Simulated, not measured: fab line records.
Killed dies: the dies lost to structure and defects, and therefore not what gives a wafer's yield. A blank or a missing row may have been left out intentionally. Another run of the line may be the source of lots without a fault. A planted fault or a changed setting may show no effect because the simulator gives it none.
fab line records | flow gf180mcu
record: lots: 6 wafers: 18 last_day: 34
route steps=602 shown STI@10
lots that met no fault: from a run of the same line without faults
start_h: hours from the record's first day to the start of the lot's first wafer shown | wait_h: hours from the lot's prior step to this one | " repeats the value in the row above | L1.1+2: a row that stands for several wafers | - no value, or no start given | * or withheld: withheld | < > ~ a bound
route shown NAME@n: NAME is a module with steps in the file, n the number in the route of the first one | usual: mean and standard deviation over wafers with no fault | same: alike in all rows | chamber/n: place in a boat | sites: per-site readings | _std_site: standard deviation across them | _edge_site: outer sites' mean less inner sites' | radius_mm: how far each site lies from the wafer's centre | mask NAME#n: copy n | behind: the tool/chamber that last shaped the wafer | hold: reason for holding the lot/hours on hold/outcome of the hold | device: which transistor (n, p or np) failed to switch | end of line: at the end of the route, the tests of the same wafers | a step with no rows: only its recipe | killed: the dies lost at the first sort to structure and to defects; this is not the yield of the wafer | map: dies across one wafer; x = killed, . = not, _ = none there
set.NAME: setting as actually run; set.NAME@STEP: the setting as run at that earlier step | model.NAME: the simulator's own value behind a step, which no gauge read
lots at selected steps of the route; one table per step, one row per wafer
services: a tool's chamber out of use, with start hour (start_h, from the record's first day; less than 0 if before it), hours out, and reason
== steps ==
step: GF_STI_EXPOSE_09
recipe: mask_id: COMP target_cd_nm: 220 na: 0.68 source_shape: conventional sigma_outer: 0.6 dose_mj: 28
step: GF_STI_PEB_10
recipe: peb_temp_c: 135 peb_time_s: 90 resist: KrF
step: GF_STI_DEVELOP_11
recipe: develop_time_s: 60 dev_temp_c: 21
step: GF_STI_CD_MEAS_12
recipe: target_cd_nm: 220
usual: cd_nm: 220.0/1.3
columns lot.wafer tool chamber start_h wait_h cd_nm
L626.4 cd_sem-01 - 67.72 0.1 220.8
L626.5 " - " " 220.3
L626.6 " - " " 219.7
L635.1 cd_sem-02 - 114.11 0.1 219.7
L635.4 " - " " 219.9
L635.6 " - " " 219.2
L636.1 cd_sem-01 - 118.01 0.1 218.9
L636.5 " - " " 220.4
L636.6 " - " " 220.9
L639.4 cd_sem-01 - 133.42 0.1 219.6
L639.5 " - " " 221.8
L639.6 " - " " 221.6
L640.1 cd_sem-01 - 138.71 0.1 221.1
L640.4 " - " " 220.0
L640.5 " - " " 219.6
L641.1 cd_sem-01 - 143.81 0.1 219.3
L641.2 " - " " 220.3
L641.6 " - " " 219.8
step: GF_STI_ETCH_13
recipe: chemistry: CHF3/O2 stop_on: Si over_etch_frac: 0.3 target_depth_a: 2823.1 source_w: 600 bias_w: 200 pressure_mtorr: 40 chf3_flow_sccm: 50 O2_flow_sccm: 5 time_s: 112.9
usual: bias_w: 200.1/0.53 drypump_motor_current_A: 5.4/0.47 oes_product_au: 0.832/0.0063 throttle_valve_pct: 8.811/0.0091
columns lot.wafer tool chamber start_h wait_h bias_w drypump_motor_current_A oes_product_au rf_hours_counter_h throttle_valve_pct
L626.4 rie_diel-01 0 67.78 0.0 200.9 5.6 0.834 77 8.799
L626.5 " 2 " " 199.7 5.8 0.830 - 8.812
L626.6 " 3 " " 199.9 5.7 0.821 - 8.800
L635.1 rie_diel-03 0 114.23 0.1 200.6 5.3 0.831 9 8.818
L635.4 " 2 " " 200.5 5.8 0.840 6 8.810
L635.6 " 2 " " 200.1 5.8 0.842 - 8.795
L636.1 rie_diel-04 2 118.13 0.1 199.7 4.8 0.834 3 8.815
L636.5 " 1 " " 199.4 5.7 0.843 - 8.809
L636.6 " 2 " " 200.0 4.8 0.843 - 8.810
L639.4 rie_diel-01 3 133.52 0.1 200.1 5.8 0.824 - 8.813
L639.5 " 2 " " 199.6 5.8 0.833 - 8.796
L639.6 " 0 " " 199.5 5.6 0.831 - 8.803
L640.1 rie_diel-01 3 138.83 0.1 199.4 5.8 0.836 9 8.807
L640.4 " 0 " " 201.0 5.6 0.825 - 8.797
L640.5 " 2 " " 200.5 5.8 0.835 - 8.797
L641.1 rie_diel-04 0 143.93 0.1 200.2 4.8 0.826 126 8.796
L641.2 " 1 " " 200.4 5.7 0.843 11 8.806
L641.6 " 0 " " 200.6 4.8 0.839 - 8.820
step: GF_STI_ETCH_14
recipe: target: Si chemistry: HBr/Cl2/O2 target_depth_nm: 360 icp_w: 600 bias_w: 150 pressure_mtorr: 15 HBr_flow_sccm: 150 Cl2_flow_sccm: 40 O2_flow_sccm: 6 time_s: 102.9
usual: bias_w: 150.0/0.43 drypump_motor_current_A: 5.5/0.34 oes_product_au: 1.007/0.012 throttle_valve_pct: 25.652/0.012
columns lot.wafer tool chamber start_h wait_h bias_w drypump_motor_current_A oes_product_au rf_hours_counter_h throttle_valve_pct
L626.4 rie_si-02 1 67.86 0.0 149.8 5.6 1.001 56 25.650
L626.5 " 1 " " 149.8 5.6 0.996 - 25.658
L626.6 " 2 " " 150.0 5.6 1.005 - 25.656
L635.1 rie_si-01 1 114.31 0.0 150.3 5.5 1.006 13 25.670
L635.4 " 2 " " 150.2 5.1 1.017 121 25.633
L635.6 " 2 " " 150.0 5.1 1.019 - 25.645
L636.1 rie_si-02 1 118.21 0.0 150.3 5.6 0.991 57 25.652
L636.5 " 0 " " 150.8 5.5 0.991 - 25.665
L636.6 " 3 " " 149.6 5.0 1.020 - 25.633
L639.4 rie_si-01 2 133.56 0.0 150.3 5.1 1.019 121 25.651
L639.5 " 0 " " 149.5 5.3 1.013 - 25.647
L639.6 " 1 " " 150.0 5.5 1.014 - 25.635
L640.1 rie_si-01 3 138.91 0.0 149.6 6.1 1.009 57 25.648
L640.4 " 0 " " 149.9 5.3 1.008 55 25.664
L640.5 " 2 " " 150.5 5.1 1.014 - 25.664
L641.1 rie_si-01 1 144.01 0.0 149.6 5.5 1.005 13 25.651
L641.2 " 0 " " 149.7 5.3 1.012 55 25.655
L641.6 " 3 " " 150.0 6.1 1.014 - 25.649
step: GF_STI_STRIP_15
recipe: chemistry: O2/N2 power_w: 1400 pressure_mtorr: 1500 platen_temp_c: 250 o2_flow_sccm: 3000 n2_flow_sccm: 300 overash_fraction: 0.5
usual: drypump_motor_current_A: 6.0/0.56 heater_power_w: 359/55 oes_product_au: 0.383/0.0052 strip_time_to_endpoint_s: 3.71/0.044
columns lot.wafer tool chamber start_h wait_h drypump_motor_current_A heater_power_w oes_product_au rf_hours_counter_h strip_time_to_endpoint_s
L626.4 plasma_asher-02 0 67.97 0.1 6.4 310 0.386 - 3.69
L626.5 " 1 " " 5.5 406 0.390 - 3.75
L626.6 " 0 " " 6.4 301 0.390 - 3.76
L635.1 plasma_asher-03 1 114.38 0.0 4.9 303 0.380 49 3.73
L635.4 " 0 " " 6.2 402 0.386 - 3.73
L635.6 " 0 " " 6.2 402 0.382 - 3.69
L636.1 plasma_asher-03 1 118.28 0.0 4.9 306 0.379 50 3.71
L636.5 " 1 " " 4.9 305 0.385 - 3.74
L636.6 " 0 " " 6.2 402 0.387 - 3.66
L639.4 plasma_asher-04 0 133.67 0.1 6.1 315 0.381 - 3.68
L639.5 " 0 " " 6.1 314 0.382 - 3.68
L639.6 " 1 " " 6.6 432 0.381 - 3.64
L640.1 plasma_asher-02 0 138.98 0.0 6.4 289 0.392 2 3.74
L640.4 " 0 " " 6.4 277 0.382 - 3.63
L640.5 " 1 " " 5.5 393 0.384 - 3.66
L641.1 plasma_asher-04 1 144.08 0.0 6.6 430 0.390 36 3.75
L641.2 " 0 " " 6.1 311 0.386 36 3.74
L641.6 " 1 " " 6.6 422 0.386 - 3.75
step: GF_STI_CLEAN_16
recipe: chemistry: dHF time_s: 25 dilution: 100:1
step: GF_STI_WET_ETCH_17
recipe: chemistry: H3PO4 target_depth_nm: 45 temp_c: 160 target: Si3N4 time_s: 514
step: GF_STI_CLEAN_18
recipe: chemistry: SC1/SC2 mix: 1:4:20 temp_c: 70 time_s: 150
step: GF_STI_CLEAN_19
recipe: chemistry: dHF time_s: 20 dilution: 100:1
step: GF_STI_WET_ETCH_20
recipe: chemistry: dHF dilution: 100:1 target_depth_nm: 20 temp_c: 25 dry: ipa_marangoni target: SiO2 time_s: 400
step: GF_STI_OXIDATION_21
recipe: temp_c: 1000 ambient: O2 stabilise_s: 600 purge_s: 300 target_thk_a: 150 ox_time_s: 458
usual: ox_temp_c: 1000.0/0.44 ox_temp_c_max: 1003.6/0.93 tube_center_temp_C_max: 1002.6/0.41 zone_power_top_pct: 41.6/2.9
columns lot.wafer tool chamber start_h wait_h ox_temp_c ox_temp_c_max tube_center_temp_C_max zone_power_top_pct
L626.4 furnace-02 0 68.41 0.0 1000.2 1005.0 1002.3 39.4
L626.5 " 0 " " 999.8 1004.3 1002.2 39.5
L626.6 " 0 " " 999.6 1003.6 1003.0 38.7
L635.1 furnace-02 - 114.85 0.0 - - - -
L635.4 " - " " - - - -
L635.6 " - " " - - - -
L636.1 furnace-01 - 118.75 0.0 - - - -
L636.5 " - " " - - - -
L636.6 " - " " - - - -
L639.4 furnace-01 0 134.09 0.0 1000.4 1003.3 1002.7 44.3
L639.5 " 0 " " 1000.1 1002.4 1002.9 45.5
L639.6 " 0 " " 1000.5 1003.2 1002.7 44.1
L640.1 furnace-01 0 139.45 0.0 999.9 1003.4 1003.1 44.7
L640.4 " 0 " " 1000.3 1004.1 1002.4 44.7
L640.5 " 0 " " 999.7 1002.5 1002.5 44.1
L641.1 furnace-02 0 144.53 0.0 999.8 1003.9 1002.7 38.9
L641.2 " 0 " " 999.8 1004.1 1002.6 38.5
L641.6 " 0 " " 999.9 1003.4 1002.8 38.3
step: GF_STI_CVD_23
recipe: material: SiO2 target_thk_nm: 650 sigma_open_frac: 0.3 time_s: 108.3 temp_c: 600 sih4_flow_sccm: 60 pressure_mtorr: 6
== services ==
columns tool chamber start_h hours kind
rie_diel-04 0 44.57 1.2 repair
rie_si-01 - 67.08 22.8 repair
plasma_asher-04 - 68.28 1.6 repair
rie_diel-03 - 79.91 4.3 pm
rie_diel-03 1 87.54 16.7 repair
rie_diel-03 0 87.64 8.1 repair
rie_diel-01 - 87.91 28.1 pm
rie_diel-04 2 90.05 10.8 repair
plasma_asher-02 - 108.75 9.0 pm
plasma_asher-02 0 108.75 9.0 vent_cycle
plasma_asher-02 1 108.75 9.0 vent_cycle
plasma_asher-02 0 117.75 - clean
plasma_asher-02 1 117.75 - clean
rie_diel-01 1 126.03 13.8 repair
== key ==
first_sign: step: GF_STI_OXIDATION_21 reading: tool_record direction: missing
effect none on later readings
met_at GF_STI_OXIDATION_21
struck_wafers L635.1,L635.4,L635.6,L636.1,L636.5,L636.6
later_rows_left_out L635.1,L635.4,L635.6,L636.1,L636.5,L636.6
sort_left_out L635.1,L635.4,L635.6,L636.1,L636.5,L636.6
tester_left_out L635,L636
onset_between 68.41 114.85
fault: kind: skipped_step_whole tool: furnace-01,furnace-02 chamber: - onset_h: 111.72 steps: GF_STI_OXIDATION_21 scope: struck_lots_only
tester_left_out: of these lots the tester's yield and bins aren't shown, on N5 and GAA mostly nor the transistor test; their killed dies are dies lost to structure and defects alone, not to doping, threshold or leakage, so they don't give the yield
sort_left_out: the simulated sort isn't trusted on such a fault, so these wafers' sort isn't shown, and their yield isn't known
later_rows_left_out: the simulator's readings of these wafers behind a module that went badly wrong aren't trusted and aren't shown, but for the sort
